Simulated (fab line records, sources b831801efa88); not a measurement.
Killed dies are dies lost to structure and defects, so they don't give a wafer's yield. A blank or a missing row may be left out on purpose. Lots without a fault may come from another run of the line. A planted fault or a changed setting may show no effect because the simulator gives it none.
fab line records | flow gf180mcu
record lots=14 wafers=42 last_day=33
route steps=602 shown STI@31 DNWELL@39 POLY_GATE@175 PSD@256
lots that met no fault: from a run of the same line without faults
start_h: hours from the record's first day to the start of the lot's first wafer shown | wait_h: hours since the lot's step before | " the same as in the row above | L1.1+2: a row that stands for several wafers | - no value, or no start given | * or withheld: withheld | < > ~ a bound
route shown NAME@n: a module of which the file shows steps, and the number in the route of the first | usual: mean/standard deviation of fault-free wafers | same: alike in all rows | chamber/n: place in a boat | sites: the reading at each site | _std_site: their standard deviation | _edge_site: outer sites' mean less inner sites' | radius_mm: how far each site lies from the wafer's centre | mask NAME#n: copy n | behind: the tool/chamber that last shaped the wafer | hold: why the lot was held/for how many hours/how that ended | device: the transistor (n, p or np) that didn't switch | end of line: the same wafers' tests at the end of the route | a step without rows: its recipe alone | killed: dies lost to structure and defects at the first sort, not the wafer's yield | map: a wafer's dies, x killed, . not, _ none there
set.NAME: the setting as run; set.NAME@STEP: as run at that earlier step | model.NAME: the simulator's own value behind a step, which no gauge read
steps of the route over a sample of lots; a table a step, a row a wafer
services: from which hour (start_h, from the record's first day; less than 0 if before it) a tool's chamber was out of use, for how many hours, and why
## steps
# step GF_STI_THK_MEAS_30
# recipe reads=SiO2_of_STI_OXIDATION_29
# usual STI_OXIDATION_02_THK=10.03/0.18
# columns lot.wafer tool chamber start_h wait_h STI_OXIDATION_02_THK[nm]
L653.1 film_metro-02 - 35.13 0.0 9.88
L653.2 " - " " 9.91
L653.5 " - " " 9.87
L654.2 film_metro-02 - 42.91 0.0 9.85
L654.5 " - " " 9.79
L654.6 " - " " 9.91
L655.2 film_metro-02 - 46.99 0.0 9.70
L655.3 " - " " 9.61
L655.5 " - " " 9.73
L656.1 film_metro-04 - 52.88 0.0 10.14
L656.3 " - " " 10.05
L656.4 " - " " 9.96
L657.1 film_metro-03 - 55.72 0.0 9.87
L657.3 " - " " 9.73
L657.4 " - " " 9.77
L658.1 film_metro-03 - 60.65 0.0 10.11
L658.2 " - " " 10.12
L658.4 " - " " 10.05
L659.2 film_metro-02 - 67.97 0.0 10.63
L659.4 " - " " 10.43
L659.6 " - " " 10.45
L660.2 film_metro-03 - 72.03 0.0 9.86
L660.5 " - " " 9.93
L660.6 " - " " 10.09
L663.1 film_metro-04 - 87.06 0.0 10.15
L663.2 " - " " 10.11
L663.3 " - " " 10.17
L664.1 film_metro-02 - 95.18 0.0 10.00
L664.4 " - " " 9.90
L664.5 " - " " 10.00
L666.1 film_metro-03 - 102.99 0.0 9.79
L666.4 " - " " 9.97
L666.6 " - " " 9.93
L667.4 film_metro-02 - 108.84 0.0 9.95
L667.5 " - " " 10.04
L667.6 " - " " 9.93
L668.1 film_metro-02 - 115.13 0.0 10.08
L668.2 " - " " 9.99
L668.5 " - " " 9.78
L669.3 film_metro-02 - 118.87 0.0 10.00
L669.4 " - " " 9.98
L669.6 " - " " 10.28
# step GF_DNWELL_IMPLANT_07
# recipe species=P energy_kev=1500 dose_cm2=1e+13 tilt_deg=0
# usual dose_ions_cm2=9.999e+12/1.2e+10 faraday_current_uA=56.6/1.2
# columns lot.wafer tool chamber start_h wait_h dose_ions_cm2 faraday_current_uA
L653.1 implanter-04 0 47.28 - 1.0006e+13 56.6
L653.2 " 0 " " 9.995e+12 57.2
L653.5 " 0 " " 1.0033e+13 56.6
L654.2 implanter-04 0 55.83 - 9.989e+12 56.0
L654.5 " 0 " " 9.995e+12 57.1
L654.6 " 0 " " 9.972e+12 57.0
L655.2 implanter-04 0 59.20 - 9.999e+12 56.1
L655.3 " 0 " " 9.99e+12 56.5
L655.5 " 0 " " 9.992e+12 55.8
L656.1 implanter-03 0 65.43 - 1.0005e+13 57.1
L656.3 " 0 " " 9.991e+12 57.4
L656.4 " 0 " " 9.996e+12 58.8
L657.1 implanter-03 0 69.01 - 9.99e+12 56.9
L657.3 " 0 " " 9.985e+12 57.3
L657.4 " 0 " " 9.986e+12 56.8
L658.1 implanter-01 0 73.33 - 1.0001e+13 52.3
L658.2 " 0 " " 9.985e+12 58.4
L658.4 " 0 " " 9.989e+12 57.4
L659.2 implanter-03 0 81.63 - 9.995e+12 56.4
L659.4 " 0 " " 9.994e+12 54.7
L659.6 " 0 " " 9.997e+12 56.8
L660.2 implanter-04 0 85.38 - 9.992e+12 56.4
L660.5 " 0 " " 9.999e+12 58.3
L660.6 " 0 " " 1.0007e+13 56.7
L663.1 implanter-03 0 100.43 - 1.0014e+13 57.4
L663.2 " 0 " " 1.0017e+13 55.2
L663.3 " 0 " " 1.0016e+13 54.6
L664.1 implanter-01 0 109.16 - 1.0016e+13 57.3
L664.4 " 0 " " 9.985e+12 55.8
L664.5 " 0 " " 1.0004e+13 56.1
L666.1 implanter-01 0 117.86 - 1.0005e+13 55.5
L666.4 " 0 " " 1.0004e+13 57.2
L666.6 " 0 " " 9.991e+12 53.4
L667.4 implanter-01 0 123.33 - 8.994e+12 53.1
L667.5 " 0 " " 9.018e+12 52.0
L667.6 " 0 " " 9.019e+12 52.0
L668.1 implanter-04 0 129.46 - 1.0011e+13 56.8
L668.2 " 0 " " 1.0006e+13 56.6
L668.5 " 0 " " 9.998e+12 55.0
L669.3 implanter-01 0 133.73 - 9.003e+12 51.0
L669.4 " 0 " " 9.001e+12 50.7
L669.6 " 0 " " 9.025e+12 51.4
# step GF_DNWELL_TW_MEAS_09
# usual DNWELL_TW=1364/7.8
# columns lot.wafer tool chamber start_h wait_h DNWELL_TW
L653.1 film_metro-01 - 47.53 0.1 1380
L653.2 " - " " 1379
L653.5 " - " " 1376
L654.2 film_metro-01 - 56.07 0.1 1376
L654.5 " - " " 1381
L654.6 " - " " 1367
L655.2 film_metro-03 - 59.44 0.1 1367
L655.3 " - " " 1363
L655.5 " - " " 1366
L656.1 film_metro-01 - 65.68 0.1 1355
L656.3 " - " " 1359
L656.4 " - " " 1361
L657.1 film_metro-01 - 69.26 0.1 1364
L657.3 " - " " 1370
L657.4 " - " " 1362
L658.1 film_metro-01 - 73.58 0.1 1371
L658.2 " - " " 1374
L658.4 " - " " 1373
L659.2 film_metro-03 - 81.87 0.1 1367
L659.4 " - " " 1372
L659.6 " - " " 1368
L660.2 film_metro-03 - 85.62 0.1 1358
L660.5 " - " " 1349
L660.6 " - " " 1345
L663.1 film_metro-03 - 100.68 0.1 1361
L663.2 " - " " 1360
L663.3 " - " " 1351
L664.1 film_metro-01 - 109.41 0.1 1355
L664.4 " - " " 1353
L664.5 " - " " 1361
L666.1 film_metro-01 - 118.11 0.1 1362
L666.4 " - " " 1358
L666.6 " - " " 1367
L667.4 film_metro-01 - 123.54 0.1 1327
L667.5 " - " " 1316
L667.6 " - " " 1329
L668.1 film_metro-03 - 129.71 0.1 1366
L668.2 " - " " 1358
L668.5 " - " " 1356
L669.3 film_metro-01 - 133.95 0.1 1318
L669.4 " - " " 1311
L669.6 " - " " 1313
# step GF_POLY_GATE_CD_MEAS_18
# usual cd_nm=280.3/1.6
# columns lot.wafer tool chamber start_h wait_h cd_nm
L653.1 cd_sem-01 - 202.23 0.1 277.9
L653.2 " - " " 277.5
L653.5 " - " " 278.8
L654.2 cd_sem-02 - 215.86 0.1 282.2
L654.5 " - " " 281.8
L654.6 " - " " 280.7
L655.2 cd_sem-02 - 222.91 0.1 282.8
L655.3 " - " " 278.8
L655.5 " - " " 277.3
L656.1 cd_sem-01 - 226.89 0.1 279.7
L656.3 " - " " 278.8
L656.4 " - " " 281.2
L657.1 cd_sem-02 - 232.82 0.1 281.0
L657.3 " - " " 280.2
L657.4 " - " " 280.9
L658.1 cd_sem-02 - 240.03 0.1 282.6
L658.2 " - " " 279.8
L658.4 " - " " 282.5
L659.2 cd_sem-02 - 250.08 0.1 280.3
L659.4 " - " " 281.4
L659.6 " - " " 282.2
L660.2 cd_sem-02 - 254.78 0.1 277.5
L660.5 " - " " 279.7
L660.6 " - " " 279.9
L663.1 cd_sem-02 - 281.69 0.1 279.3
L663.2 " - " " 280.6
L663.3 " - " " 280.1
L664.1 cd_sem-02 - 290.06 0.1 278.1
L664.4 " - " " 279.9
L664.5 " - " " 281.6
L666.1 cd_sem-01 - 306.38 0.1 281.3
L666.4 " - " " 280.0
L666.6 " - " " 280.6
L667.4 cd_sem-02 - 311.16 0.1 278.9
L667.5 " - " " 282.5
L667.6 " - " " 280.7
L668.1 cd_sem-01 - 320.74 0.1 282.4
L668.2 " - " " 282.3
L668.5 " - " " 281.9
L669.3 cd_sem-01 - 327.88 0.1 280.7
L669.4 " - " " 280.4
L669.6 " - " " 281.5
# step GF_PSD_OVL_MEAS_08
# usual PSD_OVL=-0.5/1.4
# columns lot.wafer tool chamber start_h wait_h PSD_OVL[nm]
L653.1 overlay-01 - 320.57 0.1 -1.4
L653.2 " - " " 0.1
L653.5 " - " " -1.7
L654.2 overlay-02 - 337.13 0.1 2.3
L654.5 " - " " 2.2
L654.6 " - " " 2.4
L655.2 overlay-01 - 344.13 0.1 0.7
L655.3 " - " " -0.2
L655.5 " - " " 0.1
L656.1 overlay-02 - 349.23 0.1 0.8
L656.3 " - " " 1.6
L656.4 " - " " 2.5
L657.1 overlay-01 - 357.47 0.1 -0.9
L657.3 " - " " -0.5
L657.4 " - " " 0.4
L658.1 overlay-01 - 364.08 0.1 -0.7
L658.2 " - " " -2.3
L658.4 " - " " -2.7
L659.2 overlay-01 - 376.68 0.1 -3.1
L659.4 " - " " -0.9
L659.6 " - " " -2.2
L660.2 overlay-01 - 381.83 0.1 1.0
L660.5 " - " " 0.6
L660.6 " - " " 0.0
L663.1 overlay-02 - 414.22 0.1 -0.6
L663.2 " - " " -1.5
L663.3 " - " " 0.4
L664.1 overlay-01 - 425.92 0.1 -2.7
L664.4 " - " " -1.4
L664.5 " - " " -2.5
L666.1 overlay-01 - 445.72 0.1 0.9
L666.4 " - " " 2.1
L666.6 " - " " 0.2
L667.4 overlay-02 - 448.64 0.1 -1.5
L667.5 " - " " -0.9
L667.6 " - " " -0.4
L668.1 overlay-01 - 460.42 0.1 -1.8
L668.2 " - " " -1.1
L668.5 " - " " 0.0
L669.3 overlay-02 - 470.48 0.1 0.5
L669.4 " - " " 0.9
L669.6 " - " " 2.0
## services
# columns tool chamber start_h hours kind
implanter-01 - 56.35 2.2 pm
implanter-01 - 101.84 3.3 repair
implanter-04 - 104.50 1.4 repair
implanter-04 - 117.49 3.6 pm
implanter-01 - 124.37 2.7 pm
## key
first_sign step=GF_DNWELL_IMPLANT_07 reading=dose_ions_cm2 direction=down sigmas=83 usual=9.999e+12 struck=9.01e+12
effect step=GF_DNWELL_IMPLANT_07 reading=faraday_current_uA direction=down sigmas=4.1 usual=56.6 struck=51.7
effect step=GF_DNWELL_TW_MEAS_09 reading=DNWELL_TW direction=down sigmas=5.8 usual=1364 struck=1319
met_at GF_DNWELL_IMPLANT_07
struck_lots L667,L669
tester_left_out L667,L669
not_acting_at GF_STI_THK_MEAS_30,GF_POLY_GATE_CD_MEAS_18,GF_PSD_OVL_MEAS_08
onset_between 117.86 123.33
fault kind=process_parameter_drift tool=implanter-01 chamber=- onset_h=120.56 steps=GF_DNWELL_IMPLANT_07 channel=dose_cm2 offset=-1.0018e+12 shape=step end_h=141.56 acts_in=these_recipes_only stated=1e+13
# tester_left_out: of these lots the tester's yield and bins aren't shown, on N5 and GAA mostly nor the transistor test; their killed dies are dies lost to structure and defects alone, not to doping, threshold or leakage, so they don't give the yield
